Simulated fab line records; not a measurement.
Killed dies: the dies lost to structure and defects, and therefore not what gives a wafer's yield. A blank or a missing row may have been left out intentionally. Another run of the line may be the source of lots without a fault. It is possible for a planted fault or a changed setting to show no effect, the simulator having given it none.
A struck lot beside a sound one + flow sky130 + 44 steps out of a route of 708
Sound: these wafers, L695.2, L695.4, L695.6. Struck: wafer L700.1 (left out: L700.3, a lot-mate that was not struck); the cause follows at the end.
For every step that has rows: the tool of each side, followed by ch and its chambers, followed by its first start. Under that, the readings that differ: sound wafers + struck wafers + difference of the means + sigmas: that difference in standard deviations of wafers without a fault.
alike: readings whose means differ by less than 2 such deviations, and words and numbers that are the same on both sides. not compared: withheld readings, readings that some wafer has no value for, bounds like >300 that may hide the same value, and numbers for which the record gives no deviation and whose values overlap.
A row with sigmas, a row that says differs or no value, or rows on one side alone: a step with any of these is where the two part. When numbers do not overlap yet have no deviation, they are printed without sigmas and do not part them. A reading that every wafer of one side lacks parts them only if that side has two wafers or more.

first, 4 steps without rows for these wafers: SKY_VIA3_CLEAN_18 (cleans in IPA, time 180 s); SKY_VIA3_CLEAN_19 (cleans in O3/DIW); SKY_VIA3_SPUTTER_20 (material TiN, target thk 20 nm, time 80 s); SKY_VIA3_CVD_21 (deposits W, target thk 390 nm, time 117.31 s).
SKY_VIA3_RS_MEAS_22: uses a four-point probe to measure.
  sound on film_metro-03, day 43 02:23; struck on film_metro-03, day 44 10:57
| reading            | sound             | struck | difference | sigmas |
|--------------------|-------------------|--------|------------|--------|
| VIA3_W_RS (ohm/sq) | 0.290 0.290 0.289 | 0.299  | +0.009     | +2     |
SKY_VIA3_THK_MEAS_23: measures by xrf.
  sound on film_metro-03, day 43 02:30; struck on film_metro-03, day 44 11:04
  alike: VIA3_W_THK
SKY_VIA3_CMP_24: polishes, stops on SiO2, t overpolish 20 s, target thk 0 nm.
  sound on cmp-01 ch 0,1, day 43 02:36; struck on cmp-01 ch 0, day 44 11:46
  alike: motor_current_A, overpolish_run_s, retaining_ring_pressure_frac, time_to_endpoint_s
then, 5 steps without rows for these wafers: SKY_METAL4_SPUTTER_00 (material Ti, target thk 15 nm, time 10 s); SKY_METAL4_SPUTTER_01 (material TiN, target thk 20 nm, time 16.7 s); SKY_METAL4_SPUTTER_02 (material AlCu, target thk 735 nm, time 39.1 s); SKY_METAL4_SPUTTER_03 (material Ti, target thk 5 nm, time 3.3 s); SKY_METAL4_SPUTTER_04 (material TiN, target thk 70 nm, time 58.3 s).
SKY_CAP2M_CVD_00: deposits SiO2, target thk 15.5 nm.
  sound on pecvd-02 ch 0,2, day 43 03:01; struck on pecvd-02 ch 1, day 44 12:10
| reading                                | sound             | struck | difference | sigmas |
|----------------------------------------|-------------------|--------|------------|--------|
| model.SiO2_of_CAP2M_CVD_00.thk_nm (nm) | 15.17 15.44 15.05 | 6.892  | -8.328     |        |
  alike: heater_power_w
SKY_CAP2M_THK_MEAS_01:
  sound on film_metro-03, day 43 03:03; struck on film_metro-03, day 44 12:11
| reading               | sound          | struck | difference | sigmas |
|-----------------------|----------------|--------|------------|--------|
| CAP2M_CVD_00_THK (nm) | 15.1 15.4 15.1 | 6.9    | -8.3       | -25    |
SKY_CAP2M_SPUTTER_02: material TiN, target thk 200 nm, time 166.7 s.
  sound on pvd_sputter-01, day 43 03:06; struck on pvd_sputter-02, day 44 12:14
  alike: substrate_temp_c, throttle_valve_pct
SKY_CAP2M_RS_MEAS_03: uses a four-point probe to measure.
  sound on film_metro-03, day 43 03:14; struck on film_metro-04, day 44 12:21
| reading               | sound          | struck | difference | sigmas |
|-----------------------|----------------|--------|------------|--------|
| CAP2M_TIN_RS (ohm/sq) | 6.94 6.99 6.93 | 7.18   | +0.23      | +3     |
SKY_CAP2M_THK_MEAS_04: measures by xrf.
  sound on film_metro-03, day 43 03:20; struck on film_metro-04, day 44 12:28
  alike: CAP2M_TIN_THK
then, 7 steps without rows for these wafers: SKY_CAP2M_DEHYDRATE_05 (time 60 s); SKY_CAP2M_HMDS_06 (prime time 60 s); SKY_CAP2M_COAT_07 (resist thk 1140 nm); SKY_CAP2M_SOFTBAKE_08 (time 60 s); SKY_CAP2M_EXPOSE_09 (exposes mask CAP2M, target cd 1000 nm); SKY_CAP2M_PEB_10; SKY_CAP2M_DEVELOP_11 (develop time 60 s).
SKY_CAP2M_OVL_MEAS_12:
  sound on overlay-01, day 44 01:46; struck on overlay-01, day 45 10:08
  alike: CAP2M_OVL
SKY_CAP2M_METAL_ETCH_13: etches TiN in Cl2/BCl3, stops on SiO2, target depth 220 nm, time 62.9 s.
  sound on rie_metal-04 ch 0,1, day 44 01:48; struck on rie_metal-01 ch 1, day 45 10:10
| reading               | sound             | struck | difference | sigmas |
|-----------------------|-------------------|--------|------------|--------|
| mfc_cl2_sccm (sccm)   | 59.58 59.78 60.28 | 60.37  | +0.49      | +3     |
| oes_product_au (a.u.) | 0.941 0.935 0.940 | 0.915  | -0.024     | -3     |
  alike: drypump_motor_current_A, throttle_valve_pct
  not compared: rf_hours_counter_h
then, 12 steps without rows for these wafers: SKY_CAP2M_STRIP_14 (strips in O2/N2); SKY_CAP2M_STRIP_15 (strips in post etch residue remover, time 1200 s); SKY_CAP2M_CLEAN_16 (cleans in IPA, time 180 s); SKY_CAP2M_CLEAN_17 (cleans in O3/DIW); SKY_METAL4_DEHYDRATE_05 (time 60 s); SKY_METAL4_HMDS_06 (prime time 60 s); SKY_METAL4_COAT_07 (resist thk 60 nm); SKY_METAL4_COAT_08 (resist thk 1140 nm); SKY_METAL4_SOFTBAKE_09 (time 90 s); SKY_METAL4_EXPOSE_10 (exposes mask MM4, target cd 300 nm); SKY_METAL4_PEB_11; SKY_METAL4_DEVELOP_12 (develop time 60 s).
SKY_METAL4_CD_MEAS_13 targets a cd of 300 nm.
  sound on cd_sem-01, day 45 01:14; struck on cd_sem-01, day 46 07:55
  alike: cd_nm
SKY_METAL4_OVL_MEAS_14:
  sound on overlay-01, day 45 01:21; struck on overlay-02, day 46 08:02
  alike: METAL4_OVL
SKY_METAL4_DESCUM_15: chemistry O2, time 8 s.
  sound on rie_metal-03 ch 0,1, day 45 01:23; struck on rie_metal-04 ch 0, day 46 08:04
  alike: drypump_motor_current_A, oes_product_au
  not compared: rf_hours_counter_h
SKY_METAL4_ETCH_16: etches BARC in N2/H2, stops on SiO2, time 88.2 s, target depth 60 nm.
  sound on rie_metal-03 ch 0,1, day 45 01:25; struck on rie_metal-04 ch 0, day 46 08:07
  alike: drypump_motor_current_A, oes_product_au, throttle_valve_pct
  not compared: rf_hours_counter_h
SKY_METAL4_ETCH_17: etches SiO2 in C4F8/O2/Ar, stops on TiN, time 3.9 s, target depth 15 nm.
  sound on rie_diel-01 ch 1,3, day 45 01:31; struck on rie_diel-04 ch 3, day 46 08:12
| reading                  | sound             | struck | difference | sigmas |
|--------------------------|-------------------|--------|------------|--------|
| oes_product_au (a.u.)    | 0.750 0.755 0.745 | 0.546  | -0.204     | -22    |
| model.etch.depth_nm (nm) | 15.17 15.44 15.05 | 6.892  | -8.328     |        |
  not compared: rf_hours_counter_h
-- the record jumps here: 3 days lie between the struck wafers' starts before and after (it left off in module METAL4 and takes up again in module PAD_OPEN, whose first step shown is number 708 of the route) --
SKY_PAD_OPEN_PROBE_99:
  sound on prober-02, day 48 16:56; struck on prober-01, day 49 19:02
| reading                               | sound                | struck    | difference | sigmas |
|---------------------------------------|----------------------|-----------|------------|--------|
| model.etest.tester.sort_n_pass        | 424 405 411          | 0         | -413       |        |
| model.etest.tester.sort_yield_pct (%) | 86.18 82.32 83.54    | 0         | -84        |        |
| model.etest.tester.sort_bin_4_pct (%) | 0 0 0                | 38.23     | +38.23     |        |
| model.etest.tester.sort_bin_5_pct (%) | 9.146 10.98 8.943    | 55.27     | +45.58     |        |
| model.etest.cap_mim2.bv_v (V)         | 13.86 13.63 13.18    | 6.032     | -7.525     |        |
| model.etest.cap_mim2.leak_log10_a_cm2 | -8.952 -8.861 -8.914 | -3.769    | +5.140     |        |
| model.etest.cap_mim2.c_ff_um2         | 2.41 2.346 2.397     | 5.252     | +2.868     |        |
| model.etest.tester.sort_bin_8_pct (%) | 0 0 0                | 5.415e-79 | +5.415e-79 |        |
  alike: defect_limited_yield, killed_at_M0_to_M3, killed_at_M4_up, killed_at_contacts, killed_at_front_end, killed_at_other, killed_dies, killed_open, killed_short

== WHERE THEY PART ==
Last at SKY_METAL4_ETCH_17 as far as this record goes, first at SKY_VIA3_RS_MEAS_22. Later steps at which nothing parts them and some readings are alike: SKY_PAD_OPEN_PROBE_99.

WHY: what had been put in by the simulator
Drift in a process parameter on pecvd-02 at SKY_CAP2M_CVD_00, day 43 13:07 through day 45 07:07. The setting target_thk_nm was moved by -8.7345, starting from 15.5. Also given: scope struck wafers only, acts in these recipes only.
